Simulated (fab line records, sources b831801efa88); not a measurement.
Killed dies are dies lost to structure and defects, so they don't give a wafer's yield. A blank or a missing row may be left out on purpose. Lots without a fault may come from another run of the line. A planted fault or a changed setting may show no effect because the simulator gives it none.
Which tool did it? | flow gf180mcu | 11 lots, 33 wafers sampled, at 3 steps of a route of 602

WHAT THE GAUGES READ, wafer by wafer
GF_V1_THK_MEAS_03.
lot  | measured     | on            | V1_CVD_02_THK (nm)
L677 | day 18 07:01 | film_metro-04 | 847 843 857
L680 | day 19 21:52 | film_metro-02 | 843 841 450 843 841 450
L682 | day 20 22:26 | film_metro-04 | 846 466 859 847 466 859
L684 | day 21 04:47 | film_metro-02 | 846 448 853 846 448 853
L685 | day 21 11:55 | film_metro-03 | 854 860 847
L686 | day 21 14:24 | film_metro-02 | 850 849 858
L690 | day 23 21:07 | film_metro-04 | 859 855 859
L691 | day 23 23:31 | film_metro-04 | 851 844 866
L693 | day 24 21:24 | film_metro-02 | 840 840 858
L695 | day 25 01:16 | film_metro-03 | 838 841 843
L696 | day 25 10:19 | film_metro-03 | 853 854 859

WHICH TOOL RAN EACH LOT (tool, then ch and the chambers of the sampled wafers, then the start)
lot  | GF_CONTACT_CMP_27             | GF_V1_CVD_02
L677 | cmp-02 ch 1,2,3, day 17 06:50 | pecvd-01 ch 0,2, day 18 06:56
L680 | cmp-02 ch 0,1,2, day 18 19:49 | pecvd-01 ch 0,1,2, day 19 21:47
L682 | cmp-01 ch 0,1, day 19 20:01   | pecvd-01 ch 0,1,2, day 20 22:21
L684 | cmp-01 ch 0,1,3, day 20 02:21 | pecvd-01 ch 0,1,2, day 21 04:43
L685 | cmp-02 ch 1,2, day 20 10:49   | pecvd-02 ch 0,1, day 21 11:51
L686 | cmp-02 ch 1,2,3, day 20 12:57 | pecvd-03 ch 0,1,2, day 21 14:20
L690 | cmp-02 ch 1,2, day 22 20:53   | pecvd-03 ch 0,2, day 23 21:01
L691 | cmp-01 ch 0,1,3, day 23 00:14 | pecvd-01 ch 0,1,2, day 23 23:26
L693 | cmp-01 ch 0,2,3, day 23 22:14 | pecvd-01 ch 0,1,2, day 24 21:19
L695 | cmp-01 ch 0,3, day 24 01:40   | pecvd-02 ch 0,1, day 25 01:12
L696 | cmp-01 ch 1,2,3, day 24 12:01 | pecvd-01 ch 0,1,2, day 25 10:14
- GF_CONTACT_CMP_27: polishes, stops on SiO2, t overpolish 15 s, target thk 0 nm.
- GF_V1_CVD_02: deposits SiO2 from TEOS, target thk 850 nm, time 94.851 s.

THE ANSWER, worked out from the rows above alone
Rule: what is usual is taken from the lots themselves. Put in order of their means at a reading, lots are off if they are a third of the lots or fewer, leave a main group of 4 or more, and stand apart from it by a gap of 3 or more times the standard deviation of the main group's means; of several such gaps the widest counts. A main group whose means are all the same, to the digits that the tables above print for the reading, isn't used. A lot without any number at a reading at which 4 lots or more have one is off too. The other lots that the step has rows for count as sound.
Off: L680, L682, L684, at GF_V1_THK_MEAS_03 (V1_CVD_02_THK). The main group: mean 851 nm, standard deviation 5.2.
A tool fits if, at a process step before that reading, it ran every lot that is off, and no sound lot after the first of them. The gauges at GF_V1_THK_MEAS_03 are tried like those tools. None of those tried fits.

WHAT THE SIMULATOR HAD PUT IN
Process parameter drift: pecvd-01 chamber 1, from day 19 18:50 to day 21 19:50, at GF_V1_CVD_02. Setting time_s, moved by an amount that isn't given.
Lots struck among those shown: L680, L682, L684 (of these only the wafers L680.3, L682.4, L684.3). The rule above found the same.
